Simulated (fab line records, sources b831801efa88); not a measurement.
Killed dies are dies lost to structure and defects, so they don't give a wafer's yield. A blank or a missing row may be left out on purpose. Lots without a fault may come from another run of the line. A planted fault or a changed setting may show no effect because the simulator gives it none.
fab line records | flow sky130
record lots=6 wafers=18 last_day=49
route steps=708 shown SD_N@350 SD_P@359 RES_XHIGH@360 SALICIDE@361 LI_CONTACT@362
lots that met no fault: from a run of the same line without faults
start_h: hours from the record's first day to the start of the lot's first wafer shown | wait_h: hours since the lot's step before | " the same as in the row above | L1.1+2: a row that stands for several wafers | - no value, or no start given | * or withheld: withheld | < > ~ a bound
route shown NAME@n: a module of which the file shows steps, and the number in the route of the first | usual: mean/standard deviation of fault-free wafers | same: alike in all rows | chamber/n: place in a boat | sites: the reading at each site | _std_site: their standard deviation | _edge_site: outer sites' mean less inner sites' | radius_mm: how far each site lies from the wafer's centre | mask NAME#n: copy n | behind: the tool/chamber that last shaped the wafer | hold: why the lot was held/for how many hours/how that ended | device: the transistor (n, p or np) that didn't switch | end of line: the same wafers' tests at the end of the route | a step without rows: its recipe alone | killed: dies lost to structure and defects at the first sort, not the wafer's yield | map: a wafer's dies, x killed, . not, _ none there
set.NAME: the setting as run; set.NAME@STEP: as run at that earlier step | model.NAME: the simulator's own value behind a step, which no gauge read
lots at some steps of the route; a table a step, a row a wafer
services: from which hour (start_h, from the record's first day; less than 0 if before it) a tool's chamber was out of use, for how many hours, and why
## steps
# step SKY_SD_N_OVL_MEAS_08
# usual SD_N_OVL=-0.3/1.4
# columns lot.wafer tool chamber start_h wait_h SD_N_OVL[nm]
L233.1 overlay-01 - 646.34 0.1 0.6
L233.4 " - " " 0.5
L233.6 " - " " 1.0
L235.2 overlay-01 - 662.80 0.1 2.2
L235.3 " - " " 0.5
L235.5 " - " " 0.0
L236.2 overlay-01 - 674.80 0.1 1.1
L236.3 " - " " -2.3
L236.5 " - " " -1.3
L246.3 overlay-01 - 758.81 0.1 -1.0
L246.4 " - " " -0.1
L246.5 " - " " -1.6
L248.1 overlay-01 - 770.05 0.1 -1.7
L248.2 " - " " -0.8
L248.4 " - " " -3.0
L249.1 overlay-02 - 782.05 0.1 0.8
L249.2 " - " " -1.1
L249.5 " - " " -2.0
# step SKY_SD_N_IMPLANT_09
# recipe species=As energy_kev=50 dose_cm2=4e+15 tilt_deg=0
# step SKY_SD_N_IMPLANT_10
# recipe species=P energy_kev=20 dose_cm2=1e+14 tilt_deg=0
# step SKY_SD_N_STRIP_11
# recipe chemistry=O2/N2 power_w=1400 pressure_mtorr=1500 platen_temp_c=withheld o2_flow_sccm=3000 n2_flow_sccm=300 overash_fraction=0.5
# usual drypump_motor_current_A=5.7/0.58 oes_product_au=0.528/0.0043 strip_time_to_endpoint_s=22.56/0.037
# columns lot.wafer tool chamber start_h wait_h drypump_motor_current_A oes_product_au rf_hours_counter_h strip_time_to_endpoint_s
L233.1 plasma_asher-02 1 646.68 0.1 5.2 0.524 19 22.60
L233.4 " 0 " " 6.2 0.540 - 22.60
L233.6 " 0 " " 6.2 0.521 - 22.58
L235.2 plasma_asher-01 1 663.13 0.1 5.4 0.536 49 22.58
L235.3 " 1 " " 5.4 0.524 - 22.60
L235.5 " 0 " " 6.2 0.529 - 22.59
L236.2 plasma_asher-02 0 675.13 0.1 6.2 0.526 23 22.58
L236.3 " 0 " " 6.2 0.536 - 22.57
L236.5 " 1 " " 5.2 0.529 - 22.62
L246.3 plasma_asher-04 0 759.17 0.1 6.5 0.528 - 22.51
L246.4 " 1 " " 4.7 0.530 - 22.51
L246.5 " 1 " " 4.7 0.531 - 22.53
L248.1 plasma_asher-02 1 770.39 0.1 5.2 0.529 33 22.56
L248.2 " 0 " " 6.2 0.524 33 22.55
L248.4 " 1 " " 5.2 0.520 - 22.56
L249.1 plasma_asher-01 1 782.39 0.1 5.4 0.523 62 22.55
L249.2 " 0 " " 6.2 0.526 62 22.56
L249.5 " 0 " " 6.1 0.527 - 22.54
# step SKY_SD_N_TW_MEAS_12
# usual SD_N_TW=4050/30
# columns lot.wafer tool chamber start_h wait_h SD_N_TW
L233.1 film_metro-01 - 646.78 0.1 4040
L233.4 " - " " 4034
L233.6 " - " " 4049
L235.2 film_metro-04 - 663.24 0.1 4039
L235.3 " - " " 4022
L235.5 " - " " 4062
L236.2 film_metro-03 - 675.24 0.1 4029
L236.3 " - " " 4033
L236.5 " - " " 4003
L246.3 film_metro-01 - 759.25 0.1 4049
L246.4 " - " " 4038
L246.5 " - " " 4041
L248.1 film_metro-01 - 770.49 0.1 4048
L248.2 " - " " 4057
L248.4 " - " " 4043
L249.1 film_metro-01 - 782.49 0.1 4051
L249.2 " - " " 4035
L249.5 " - " " 4072
# step SKY_SD_N_CLEAN_13
# recipe chemistry=SC1/SC2 mix=1:4:20 temp_c=70 time_s=150 dry=n2_spin
# step SKY_SD_N_RTA_14
# recipe temp_c=1075 time_s=2 idle_temp_c=650 ramp_up_c_per_s=150 ramp_down_c_per_s=90 ambient=N2
# usual lamp_power_pct=15.73/0.055 wafer_temp_C_max=1077.9/1.3
# columns lot.wafer tool chamber start_h wait_h lamp_power_pct wafer_temp_C_max
L233.1 rtp_anneal-02 0 646.89 0.0 15.81 1079.6
L233.4 " 0 " " 15.69 1079.7
L233.6 " 0 " " 15.82 1078.1
L235.2 rtp_anneal-02 0 663.41 0.0 15.77 1081.4
L235.3 " 0 " " 15.72 1078.0
L235.5 " 0 " " 15.78 1077.6
L236.2 rtp_anneal-01 0 675.35 0.0 15.72 1079.9
L236.3 " 0 " " 15.77 1077.6
L236.5 " 0 " " 15.71 1076.3
L246.3 rtp_anneal-01 0 759.58 0.0 15.71 1078.5
L246.4 " 0 " " 15.78 1079.4
L246.5 " 0 " " 15.70 1077.2
L248.1 rtp_anneal-01 0 770.60 0.0 15.72 1078.3
L248.2 " 0 " " 15.78 1076.1
L248.4 " 0 " " 15.77 1077.0
L249.1 rtp_anneal-01 0 782.60 0.0 15.72 1077.9
L249.2 " 0 " " 15.62 1078.5
L249.5 " 0 " " 15.79 1078.8
# step SKY_SD_N_RS_MEAS_16
# recipe thk_meas_gauge=four-point-probe
# usual SD_N_RS=68.55/0.097
# columns lot.wafer tool chamber start_h wait_h SD_N_RS[ohm/sq]
L233.1 film_metro-04 - 647.06 0.1 68.54
L233.4 " - " " 68.67
L233.6 " - " " 68.53
L235.2 film_metro-01 - 663.60 0.1 68.53
L235.3 " - " " 68.61
L235.5 " - " " 68.48
L236.2 film_metro-04 - 675.54 0.1 68.60
L236.3 " - " " 68.55
L236.5 " - " " 68.49
L246.3 film_metro-04 - 759.78 0.1 68.54
L246.4 " - " " 68.65
L246.5 " - " " 68.56
L248.1 film_metro-04 - 770.77 0.1 68.39
L248.2 " - " " 68.50
L248.4 " - " " 68.40
L249.1 film_metro-04 - 782.77 0.1 68.44
L249.2 " - " " 68.56
L249.5 " - " " 68.64
# step SKY_SD_N_RS_MEAS_17
# recipe thk_meas_gauge=four-point-probe
# usual SD_P_RS=147.0/0.35
# columns lot.wafer tool chamber start_h wait_h SD_P_RS[ohm/sq]
L233.1 film_metro-04 - 647.18 0.1 147.0
L233.4 " - " " 146.9
L233.6 " - " " 146.9
L235.2 film_metro-01 - 663.72 0.1 147.3
L235.3 " - " " 147.1
L235.5 " - " " 147.2
L236.2 film_metro-04 - 675.66 0.1 146.9
L236.3 " - " " 147.4
L236.5 " - " " 146.9
L246.3 film_metro-04 - 759.90 0.1 147.1
L246.4 " - " " 147.5
L246.5 " - " " 147.4
L248.1 film_metro-04 - 770.89 0.1 146.7
L248.2 " - " " 147.3
L248.4 " - " " 146.6
L249.1 film_metro-04 - 782.89 0.1 146.9
L249.2 " - " " 147.0
L249.5 " - " " 147.2
# step SKY_SD_N_RS_MEAS_18
# recipe thk_meas_gauge=four-point-probe
# usual RES_XHIGH_RS=333.7/1.3
# columns lot.wafer tool chamber start_h wait_h RES_XHIGH_RS[ohm/sq]
L233.1 film_metro-04 - 647.30 0.1 335.3
L233.4 " - " " 335.6
L233.6 " - " " 335.5
L235.2 film_metro-01 - 663.84 0.1 333.8
L235.3 " - " " 334.7
L235.5 " - " " 333.0
L236.2 film_metro-04 - 675.78 0.1 333.4
L236.3 " - " " 333.7
L236.5 " - " " 334.4
L246.3 film_metro-04 - 760.02 0.1 333.7
L246.4 " - " " 332.9
L246.5 " - " " 333.7
L248.1 film_metro-04 - 771.01 0.1 335.0
L248.2 " - " " 334.2
L248.4 " - " " 333.2
L249.1 film_metro-04 - 783.01 0.1 330.1
L249.2 " - " " 330.9
L249.5 " - " " 331.9
# step SKY_SALICIDE_CLEAN_00
# recipe chemistry=HF-last time_s=30 dilution=100:1 dry=ipa_marangoni
# step SKY_LI_CONTACT_HDPCVD_00
# recipe material=PSG target_thk_nm=930 sigma_open_frac=0.3 time_s=155 temp_c=600 sih4_flow_sccm=60 pressure_mtorr=6
# usual run_length_s=183.0/0.31
# columns lot.wafer tool chamber start_h wait_h run_length_s model.PSG_of_LI_CONTACT_HDPCVD_00.thk_nm
L233.1 hdpcvd-01 2 647.44 0.0 183.6 922.2
L233.4 " 0 " " 182.7 917.3
L233.6 " 2 " " 182.8 920.7
L235.2 hdpcvd-01 2 663.95 0.0 204.2 1052
L235.3 " 1 " " 182.8 936.1
L235.5 " 2 " " 204.2 1069
L236.2 hdpcvd-01 0 675.91 0.0 182.5 922.2
L236.3 " 2 " " 204.3 1053
L236.5 " 1 " " 182.9 938.2
L246.3 hdpcvd-02 2 760.12 0.0 183.4 949.9
L246.4 " 2 " " 183.6 957.8
L246.5 " 0 " " 182.8 932.4
L248.1 hdpcvd-01 0 771.15 0.0 182.6 938.1
L248.2 " 2 " " 182.8 929
L248.4 " 1 " " 182.7 940.6
L249.1 hdpcvd-02 2 783.15 0.0 183.1 926.6
L249.2 " 1 " " 183.3 941.1
L249.5 " 1 " " 182.7 927.7
# step SKY_LI_CONTACT_THK_MEAS_01
# recipe reads=PSG_of_LI_CONTACT_HDPCVD_00
# usual LI_CONTACT_HDPCVD_THK=932/12
# columns lot.wafer tool chamber start_h wait_h LI_CONTACT_HDPCVD_THK[nm]
L233.1 film_metro-01 - 647.54 0.1 922
L233.4 " - " " 917
L233.6 " - " " 921
L235.2 film_metro-03 - 664.07 0.1 1053
L235.3 " - " " 936
L235.5 " - " " 1070
L236.2 film_metro-03 - 676.02 0.1 922
L236.3 " - " " 1053
L236.5 " - " " 939
L246.3 film_metro-03 - 760.24 0.1 950
L246.4 " - " " 959
L246.5 " - " " 933
L248.1 film_metro-03 - 771.25 0.1 939
L248.2 " - " " 929
L248.4 " - " " 941
L249.1 film_metro-03 - 783.25 0.1 926
L249.2 " - " " 941
L249.5 " - " " 927
# step SKY_LI_CONTACT_CMP_02
# recipe material=PSG down_force_psi=4 platen_rpm=60 pad_velocity_m_s=0.94248
# usual head_pressure_psi=4.000/0.0091 motor_current_A=12.4/1.7 time_to_endpoint_s=33.0/2.9
# columns lot.wafer tool chamber start_h wait_h head_pressure_psi motor_current_A time_to_endpoint_s
L233.1 cmp-02 0 647.60 0.1 3.991 11.0 29.7
L233.4 " 3 " " 4.017 14.9 31.8
L233.6 " 1 " " 3.998 11.3 34.4
L235.2 cmp-01 1 664.17 0.1 3.988 13.8 44.0
L235.3 " 3 " " 4.002 9.2 34.5
L235.5 " 1 " " 4.009 13.6 47.8
L236.3 cmp-01 1 676.17 0.1 4.012 13.6 45.4
L236.2 " 2 " " 4.001 13.8 37.2
L236.5 " 3 " " 3.988 9.9 34.7
L246.4 cmp-02 1 760.33 0.1 3.985 11.2 37.5
L246.3 " 3 " " 4.002 15.1 38.5
L246.5 " 1 " " 4.008 11.4 38.7
L248.2 cmp-01 1 771.31 0.0 4.016 13.5 34.6
L248.4 " 3 " " 4.002 9.6 34.6
L248.1 " 0 " " 4.001 12.2 33.9
L249.1 cmp-02 1 783.31 0.1 4.012 11.6 38.6
L249.2 " 2 " " 4.005 13.7 32.2
L249.5 " 2 " " 3.993 13.8 31.8
# step SKY_LI_CONTACT_BOW_MEAS_03
# recipe mode=bow
# usual LI_CONTACT_BOW=55/7.6
# columns lot.wafer tool chamber start_h wait_h LI_CONTACT_BOW[um]
L233.1 film_metro-04 - 647.90 0.2 62
L233.4 " - " " 66
L233.6 " - " " 58
L235.2 film_metro-01 - 664.44 0.2 61
L235.3 " - " " 55
L235.5 " - " " 66
L236.2 film_metro-01 - 676.41 0.1 45
L236.3 " - " " 41
L236.5 " - " " 62
L246.3 film_metro-03 - 760.62 0.1 50
L246.4 " - " " 50
L246.5 " - " " 48
L248.1 film_metro-01 - 771.61 0.1 51
L248.2 " - " " 56
L248.4 " - " " 39
L249.1 film_metro-04 - 783.61 0.2 61
L249.2 " - " " 51
L249.5 " - " " 53
## services
# columns tool chamber start_h hours kind
cmp-01 - 649.00 5.7 repair
hdpcvd-02 - 650.75 15.0 pm
hdpcvd-02 0 650.75 15.0 vent_cycle
hdpcvd-02 1 650.75 15.0 vent_cycle
hdpcvd-02 2 650.75 15.0 vent_cycle
hdpcvd-02 0 665.75 - clean
hdpcvd-02 1 665.75 - clean
hdpcvd-02 2 665.75 - clean
plasma_asher-04 - 683.13 2.8 pm
cmp-01 - 686.40 0.2 repair
hdpcvd-01 - 718.18 6.0 pm
plasma_asher-02 - 718.73 1.0 repair
hdpcvd-02 - 724.21 0.8 repair
cmp-01 - 732.94 5.1 pm
plasma_asher-04 - 733.75 9.0 pm
plasma_asher-04 0 733.75 9.0 vent_cycle
plasma_asher-04 1 733.75 9.0 vent_cycle
cmp-02 - 751.43 4.0 pm
cmp-02 - 755.43 - consumable_replace:conditioner
cmp-02 - 755.43 - consumable_replace:pad
hdpcvd-01 - 756.36 4.3 pm
hdpcvd-01 0 761.16 1.7 repair
cmp-01 - 781.66 5.1 pm
hdpcvd-01 1 782.89 8.8 repair
## key
first_sign step=SKY_LI_CONTACT_HDPCVD_00 reading=run_length_s direction=up sigmas=70 usual=* struck=*
effect step=SKY_LI_CONTACT_THK_MEAS_01 reading=LI_CONTACT_HDPCVD_THK direction=up sigmas=10 usual=932 struck=1058
effect step=SKY_LI_CONTACT_CMP_02 reading=time_to_endpoint_s direction=up sigmas=4.4 usual=* struck=*
model_effect step=SKY_LI_CONTACT_HDPCVD_00 value=PSG_of_LI_CONTACT_HDPCVD_00.thk_nm without=931.5 struck=1058
met_at SKY_LI_CONTACT_HDPCVD_00
struck_wafers L235.2,L235.5,L236.3
sort_left_out L236.3
tester_left_out L235,L236
onset_between 647.44 663.95
fault kind=process_parameter_drift tool=hdpcvd-01 chamber=2 onset_h=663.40 steps=SKY_LI_CONTACT_HDPCVD_00 channel=time_s offset=* shape=step end_h=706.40 acts_in=* stated=*
# tester_left_out: of these lots the tester's yield and bins aren't shown, on N5 and GAA mostly nor the transistor test; their killed dies are dies lost to structure and defects alone, not to doping, threshold or leakage, so they don't give the yield
# sort_left_out: the simulated sort isn't trusted on such a fault, so these wafers' sort isn't shown, and their yield isn't known
